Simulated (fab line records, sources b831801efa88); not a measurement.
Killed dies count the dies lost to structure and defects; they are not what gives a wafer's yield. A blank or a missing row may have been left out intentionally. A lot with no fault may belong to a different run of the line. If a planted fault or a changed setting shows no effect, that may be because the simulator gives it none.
Chamber matching | flow sfq_line | 4 sister chambers for SFQ_TRILAYER_I6_CMP_CMP_166 on cmp-02
The step polishes SiO2. 16 wafers are shown with their chamber, then 8 later ones without.

## WAFERS PAIRED WITH THEIR CHAMBERS
wafer  | chamber | motor_current_A (A) | time_to_endpoint_s (s)
L541.1 | 2       | 10.6                | 230
L541.2 | 1       | 10.3                | 218
L541.4 | 0       | 9.7                 | 222
L542.3 | 2       | 10.8                | 211
L542.1 | 1       | 9.7                 | 212
L542.6 | 2       | 11.0                | 220
L543.1 | 1       | 10.2                | 216
L543.2 | 0       | 9.3                 | 211
L543.5 | 3       | 9.8                 | 220
L545.1 | 1       | 10.1                | 208
L545.3 | 0       | 9.9                 | 205
L545.5 | 0       | 10.4                | 223
L546.4 | 1       | 9.5                 | 212
L546.1 | 3       | 9.3                 | 205
L546.6 | 1       | 9.3                 | 219
L549.2 | 2       | 10.4                | 218

SIGNATURES, as means of the wafers listed above
reading            | chamber 0 | chamber 1 | chamber 2 | chamber 3 | scatter within a chamber
motor_current_A    | 9.825     | 9.850     | 10.700    | 9.550     | 0.386
time_to_endpoint_s | 215.25    | 214.17    | 219.75    | 212.50    | 7.16
Rule: for each reading, subtract the chamber's mean from the wafer's reading, divide by that reading's scatter and square the result; add these up over the readings and take the root, which gives the wafer's distance from the chamber. If the next closest chamber is less than 2 further off than the closest, the wafer can't be placed; otherwise it belongs to the closest. The scatter: take each reading less its chamber's mean, square it, sum over the shown wafers, divide by the number of wafers less the number of chambers, and take the root.

## WAFERS WITH NO CHAMBER GIVEN
wafer  | motor_current_A (A) | time_to_endpoint_s (s)
L549.3 | 9.5                 | 200
L549.6 | 10.2                | 204
L553.3 | 9.5                 | 204
L553.4 | 9.1                 | 210
L553.6 | 9.0                 | 210
L561.2 | 10.5                | 218
L561.4 | 9.6                 | 212
L561.5 | 9.8                 | 215

## THE CHAMBER EACH PASSED THROUGH
wafer  | from the rows above               | in truth
L549.3 | can't be placed: 3 or 1 or 0      | 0
L549.6 | can't be placed: 1 or 0 or 3 or 2 | 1
L553.3 | can't be placed: 3 or 1 or 0      | 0
L553.4 | can't be placed: 3 or 0 or 1      | 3
L553.6 | can't be placed: 3 or 0 or 1      | 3
L561.2 | can't be placed: 2 or 1 or 0      | 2
L561.4 | can't be placed: 3 or 1 or 0      | 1
L561.5 | can't be placed: 0 or 1 or 3      | 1
Placed correctly: 0 of 8. Not placeable from these rows: 8 (in 8, the candidates include the true chamber). Number placed wrongly: 0.
